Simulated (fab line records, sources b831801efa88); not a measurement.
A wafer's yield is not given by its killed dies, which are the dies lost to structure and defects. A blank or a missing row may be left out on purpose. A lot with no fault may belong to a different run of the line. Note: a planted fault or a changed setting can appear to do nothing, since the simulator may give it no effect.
The tool behind it: which one? | flow sky130 | 13 lots, 39 wafers sampled, at 3 steps of a route of 708

## WHAT EACH GAUGE READ, for each wafer
SKY_GATE_OXIDE_TW_MEAS_14.
lot  | measured     | on            | GATE_OXIDE_TW
L924 | day 14 23:29 | film-metro-03 | 222.8 223.1 222.0
L923 | day 14 23:47 | film-metro-03 | 223.8 222.9 223.0
L925 | day 16 08:16 | film-metro-04 | 223.3 224.7 224.1
L926 | day 16 10:02 | film-metro-03 | 222.1 221.9 223.9
L927 | day 16 10:20 | film-metro-03 | 221.2 222.6 221.9
L928 | day 16 10:32 | film-metro-04 | 222.8 223.4 224.7
L930 | day 16 21:16 | film-metro-02 | 223.6 221.0 222.7
L933 | day 18 00:11 | film-metro-03 | 223.7 223.0 223.5
L934 | day 18 05:56 | film-metro-03 | 223.8 224.3 222.9
L935 | day 18 14:35 | film-metro-02 | 222.5 223.1 222.3
L936 | day 19 00:04 | film-metro-03 | 224.2 223.7 224.2
L937 | day 19 14:37 | film-metro-03 | 224.8 223.0 223.6
L941 | day 20 19:58 | film-metro-04 | 223.9 224.2 224.4

SKY_RES_PROTECT_TW_MEAS_08.
lot  | measured     | on            | POLY_GATE_TW
L924 | day 16 07:21 | film-metro-03 | 3991 3987 4010
L923 | day 16 06:48 | film-metro-03 | 3993 3991 3988
L925 | day 17 16:58 | film-metro-03 | 4013 4008 4002
L926 | day 17 19:42 | film-metro-02 | 3967 3980 3955
L927 | day 17 19:35 | film-metro-03 | 4011 3990 4012
L928 | day 17 19:59 | film-metro-01 | 3971 3979 3992
L930 | day 18 08:46 | film-metro-02 | 4019 4007 4003
L933 | day 19 10:20 | film-metro-03 | 4040 4029 4022
L934 | day 19 16:56 | film-metro-02 | 3958 3986 3987
L935 | day 20 00:49 | film-metro-03 | 4014 4006 4023
L936 | day 20 09:01 | film-metro-03 | 4035 4030 3994
L937 | day 20 23:50 | film-metro-03 | 4001 4008 4014
L941 | day 22 06:13 | film-metro-03 | 4024 3998 4025

SKY_POLY_GATE_THK_MEAS_04.
lot  | measured     | on            | POLY_GATE_CVD_03_THK (nm)
L924 | day 16 11:26 | film-metro-01 | 74.7 74.8 75.3
L923 | day 16 08:16 | film-metro-01 | 74.6 75.3 75.1
L925 | day 17 18:26 | film-metro-04 | 75.5 75.8 75.6
L926 | day 17 21:34 | film-metro-03 | 76.2 76.2 76.3
L927 | day 17 21:34 | film-metro-01 | 74.6 74.6 75.0
L928 | day 17 21:37 | film-metro-04 | 74.4 75.0 74.4
L930 | day 18 10:14 | film-metro-01 | 76.0 75.9 75.6
L933 | day 19 11:53 | film-metro-03 | 76.9 75.6 77.1
L934 | day 19 19:25 | film-metro-03 | 74.8 74.9 74.5
L935 | day 20 02:17 | film-metro-04 | 74.8 75.4 75.0
L936 | day 20 10:29 | film-metro-03 | 76.7 75.4 76.1
L937 | day 21 02:12 | film-metro-03 | 77.1 76.3 77.1
L941 | day 22 07:41 | film-metro-04 | 74.7 73.9 74.6

## EACH LOT AND THE TOOL THAT RAN IT (in order: tool; ch and the chambers of the sampled wafers; start)
Record: no process step prior to these readings.

## AS READ BY THE TOOLS THEMSELVES (means over the sampled wafers that have a number; for cases with no such wafer, the mark the record gives instead)
The record holds no such reading with a usual standard deviation.

## THE ANSWER, worked out from the rows above alone
Rule: the usual values come from the lots themselves. Put in order of their means at a reading, lots are off if they are a third of the lots or fewer, leave a main group of 4 or more, and stand apart from it by a gap of 3 or more times the standard deviation of the main group's means; of several such gaps the widest counts. Not used: any main group whose means are identical at the precision the tables above print for the reading. A lot without any number at a reading at which 4 lots or more have one is off too. All remaining lots with rows at the step are treated as sound. After the gauges, taken in route order, come the tools' own readings; for these a lot's mean is taken, as printed above. The first step at which some lot is off is used, and at that step the reading that is off furthest; a lot without a number counts as furthest.
Nothing can be told from this: no lot is off at any reading shown.

## WHAT THE SIMULATOR HAD PUT IN
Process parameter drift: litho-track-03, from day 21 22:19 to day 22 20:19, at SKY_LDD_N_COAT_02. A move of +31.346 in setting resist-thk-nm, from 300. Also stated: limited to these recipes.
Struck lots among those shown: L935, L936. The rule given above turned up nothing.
